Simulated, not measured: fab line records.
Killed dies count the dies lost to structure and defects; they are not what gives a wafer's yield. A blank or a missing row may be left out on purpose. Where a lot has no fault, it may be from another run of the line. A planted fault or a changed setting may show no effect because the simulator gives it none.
What tool caused it? ; flow gf180mcu ; 42 wafers from 14 lots sampled at 5 of the route's 602 steps

## WHAT EACH GAUGE READ, for each wafer
GF_MVPSD_OVL_MEAS_07.
lot;measured;on;MVPSD_OVL (nm)
L724;day 4 21:35;overlay-01;-1.1 -0.8 -0.5
L725;day 5 07:14;overlay-02;0.2 2.3 2.3
L727;day 5 15:34;overlay-02;-0.9 -0.4 -0.7
L728;day 6 06:01;overlay-02;-2.5 -2.2 -2.4
L730;day 6 16:58;overlay-02;0.9 -0.4 -0.7
L732;day 7 03:41;overlay-02;-0.5 0.4 0.0
L733;day 7 07:25;overlay-02;-0.3 -0.5 -0.3
L735;day 7 22:13;overlay-02;-1.0 -0.8 1.0
L736;day 8 01:13;overlay-02;0.4 0.2 -0.5
L737;day 8 06:14;overlay-01;2.7 -0.1 1.4
L743;day 9 19:22;overlay-01;-3.5 -1.0 -0.7
L745;day 10 06:34;overlay-02;-1.3 -1.4 -0.1
L746;day 10 12:52;overlay-01;-0.9 0.0 -1.6
L747;day 10 19:40;overlay-02;0.7 1.1 0.5

GF_DUAL_GATE_THK_MEAS_03.
lot;measured;on;DUAL_GATE_OXIDATION_00_THK (nm)
L724;day 7 11:28;film metro-02;10.84 11.02 10.91
L725;day 7 23:59;film metro-04;10.61 10.60 10.70
L727;day 8 10:40;film metro-04;10.73 10.76 10.73
L728;day 9 01:30;film metro-02;11.10 11.13 11.15
L730;day 9 15:58;film metro-02;10.82 10.57 10.67
L732;day 10 00:57;film metro-04;10.80 10.74 10.85
L733;day 10 07:00;film metro-04;10.61 10.67 10.70
L735;day 10 23:14;film metro-02;10.66 10.48 10.57
L736;day 11 04:16;film metro-02;10.53 10.53 10.52
L737;day 11 06:34;film metro-02;11.23 11.00 10.99
L743;day 13 04:14;film metro-02;11.12 10.94 11.02
L745;day 13 14:32;film metro-02;11.04 11.11 11.10
L746;day 13 19:58;film metro-02;11.13 11.21 11.22
L747;day 14 03:36;film metro-01;11.01 11.15 11.11

GF_POLY_GATE_CD_MEAS_10: the cd target is 280 nm.
lot;measured;on;cd nm (nm)
L724;day 8 23:15;cd sem-01;280.8 282.4 281.1
L725;day 9 12:51;cd sem-02;279.6 279.4 280.4
L727;day 10 00:37;cd sem-02;281.3 281.3 282.0
L728;day 10 15:53;cd sem-02;281.6 281.4 281.8
L730;day 11 08:01;cd sem-02;280.9 280.3 280.9
L732;day 11 18:07;cd sem-02;278.9 277.3 278.6
L733;day 11 23:09;cd sem-02;280.2 279.0 279.0
L735;day 12 16:37;cd sem-01;281.5 282.7 281.6
L736;day 12 22:28;cd sem-02;280.5 280.5 281.8
L737;day 12 23:56;cd sem-02;280.3 279.7 279.3
L743;day 14 23:57;cd sem-02;277.9 277.9 278.2
L745;day 15 12:02;cd sem-01;273.5 279.8 281.0
L746;day 15 16:08;cd sem-02;273.6 281.9 281.1
L747;day 16 01:30;cd sem-02;281.2 281.7 281.2

GF_POLY_GATE_THK_MEAS_17.
lot;measured;on;POLY_GATE_OXIDATION_THK (nm)
L724;day 9 01:56;film metro-01;4.06 4.09 4.01
L725;day 9 14:35;film metro-03;3.97 4.01 4.00
L727;day 10 03:45;film metro-01;3.96 4.08 3.95
L728;day 10 17:32;film metro-03;4.07 4.13 4.04
L730;day 11 09:43;film metro-01;3.79 3.89 3.85
L732;day 11 19:46;film metro-04;3.99 3.97 4.02
L733;day 12 01:49;film metro-03;3.82 3.89 3.85
L735;day 12 18:46;film metro-03;4.06 4.15 4.12
L736;day 13 00:07;film metro-01;3.91 3.92 3.92
L737;day 13 02:47;film metro-01;4.09 3.99 3.98
L743;day 15 01:35;film metro-01;3.92 3.87 4.00
L745;day 15 13:41;film metro-04;4.17 4.15 4.11
L746;day 15 17:47;film metro-01;4.07 4.07 3.98
L747;day 16 03:10;film metro-04;3.98 3.99 3.90

## EACH LOT AND THE TOOL THAT RAN IT (in order: tool; ch and the chambers of the sampled wafers; start)
lot;GF_POLY_GATE_PEB_08
L724;litho track-03 ch 0, day 8 22:56
L725;litho track-04 ch 0, day 9 12:32
L727;litho track-01 ch 0, day 10 00:16
L728;litho track-03 ch 0, day 10 15:32
L730;litho track-04 ch 0, day 11 07:40
L732;litho track-01 ch 0, day 11 17:46
L733;litho track-04 ch 0, day 11 22:49
L735;litho track-04 ch 0, day 12 16:16
L736;litho track-03 ch 0, day 12 22:07
L737;litho track-01 ch 0, day 12 23:35
L743;litho track-04 ch 0, day 14 23:37
L745;litho track-04 ch 0, day 15 11:41
L746;litho track-04 ch 0, day 15 15:47
L747;litho track-01 ch 0, day 16 01:09
- GF_POLY_GATE_PEB_08: peb time 90 s.

## AS READ BY THE TOOLS THEMSELVES (means over the sampled wafers that have a number; for cases with no such wafer, the mark the record gives instead)
GF_POLY_GATE_PEB_08.
lot;tool;resist line temp C (C)
L724;litho track-03;22.98
L725;litho track-04;22.84
L727;litho track-01;23.07
L728;litho track-03;23.05
L730;litho track-04;22.96
L732;litho track-01;23.06
L733;litho track-04;23.12
L735;litho track-04;22.87
L736;litho track-03;22.97
L737;litho track-01;22.95
L743;litho track-04;23.13
L745;litho track-04;22.80
L746;litho track-04;22.99
L747;litho track-01;22.91

## THE ANSWER, worked out from the rows above alone
Rule: the lots themselves supply what counts as usual. Put in order of their means at a reading, lots are off if they are a third of the lots or fewer, leave a main group of 4 or more, and stand apart from it by a gap of 3 or more times the standard deviation of the main group's means; of several such gaps the widest counts. If all means in a main group match to the digits the tables above print for the reading, that group is not used. Also off: a lot with no number at a reading for which 4 or more lots have one. Where the step has rows for the other lots, those lots are counted as sound. The gauges are gone through in route order, then the tools' own readings, and for those a lot's mean is taken as printed above. At the first step where some lot is off, the reading lying furthest off is the one used; lots without a number count as furthest.
Across all readings shown, no lot is off: no conclusion can be drawn from this.

## WHAT THE SIMULATOR PUT IN
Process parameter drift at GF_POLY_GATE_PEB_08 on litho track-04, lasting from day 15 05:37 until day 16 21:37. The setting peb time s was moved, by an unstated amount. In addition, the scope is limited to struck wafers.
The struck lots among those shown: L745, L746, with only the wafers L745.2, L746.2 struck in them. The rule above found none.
